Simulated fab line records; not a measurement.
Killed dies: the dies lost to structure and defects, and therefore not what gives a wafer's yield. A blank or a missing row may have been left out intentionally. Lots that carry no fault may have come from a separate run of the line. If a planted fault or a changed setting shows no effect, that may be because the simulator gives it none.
Chamber matching | flow sky130 | SKY_PASSIVATION_CVD_02 on pecvd-01 has 3 sister chambers
The step deposits Si3N4, target thk 540 nm. 20 wafers are shown with their chamber, then 10 later ones without.

== WAFERS PAIRED WITH THEIR CHAMBERS ==
wafer  | chamber | heater-power-w (W) | rf-fwd-power-W (W)
L074.1 | 0       | 687                | 448.7
L074.2 | 2       | 750                | 448.2
L074.6 | 2       | 749                | 448.1
L075.2 | 1       | 523                | 449.9
L075.3 | 2       | 694                | 449.7
L075.6 | 0       | 637                | 448.3
L078.1 | 2       | 799                | 449.0
L078.3 | 0       | 749                | 449.6
L078.5 | 0       | 778                | 448.5
L079.1 | 2       | 796                | 451.3
L079.4 | 1       | 419                | 449.5
L079.6 | 0       | 709                | 450.0
L086.1 | 1       | 530                | 448.3
L086.3 | 0       | 715                | 449.6
L086.6 | 2       | 764                | 447.5
L087.1 | 2       | 779                | 445.9
L087.4 | 2       | 729                | 448.1
L087.5 | 2       | 746                | 448.6
L089.2 | 0       | 801                | 451.7
L089.3 | 2       | 724                | 449.0

SIGNATURES (averages over the wafers above)
reading        | chamber 0 | chamber 1 | chamber 2 | scatter within a chamber
heater-power-w | 725.14    | 490.67    | 753.00    | 46.1
rf-fwd-power-W | 449.486   | 449.233   | 448.540   | 1.27
Rule: for each reading, subtract the chamber's mean from the wafer's reading, divide by that reading's scatter and square the result; add these up over the readings and take the root, which gives the wafer's distance from the chamber. The wafer belongs to the nearest chamber; if the next one is less than 2 further off, it can't be placed. The scatter: take each reading less its chamber's mean, square it, sum over the shown wafers, divide by the number of wafers less the number of chambers, and take the root.

== WAFERS WITHOUT THEIR CHAMBER ==
wafer  | heater-power-w (W) | rf-fwd-power-W (W)
L089.5 | 660                | 450.2
L090.1 | 735                | 449.1
L090.2 | 712                | 449.5
L090.5 | 764                | 447.2
L091.1 | 751                | 448.7
L091.2 | 699                | 448.0
L091.5 | 748                | 447.9
L096.1 | 522                | 449.7
L096.3 | 760                | 450.0
L096.5 | 775                | 448.4

== WHICH CHAMBER EACH ONE RAN IN ==
wafer  | from the rows above     | in truth
L089.5 | can't be placed: 0 or 2 | 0
L090.1 | can't be placed: 0 or 2 | 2
L090.2 | can't be placed: 0 or 2 | 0
L090.5 | can't be placed: 2 or 0 | 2
L091.1 | can't be placed: 2 or 0 | 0
L091.2 | can't be placed: 2 or 0 | 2
L091.5 | can't be placed: 2 or 0 | 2
L096.1 | 1                       | 1
L096.3 | can't be placed: 0 or 2 | 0
L096.5 | can't be placed: 2 or 0 | 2
Correct placement for 1 of the 10. Unplaceable from these rows: 9, with the true chamber sitting among the candidates in 9. Placed wrongly: 0.
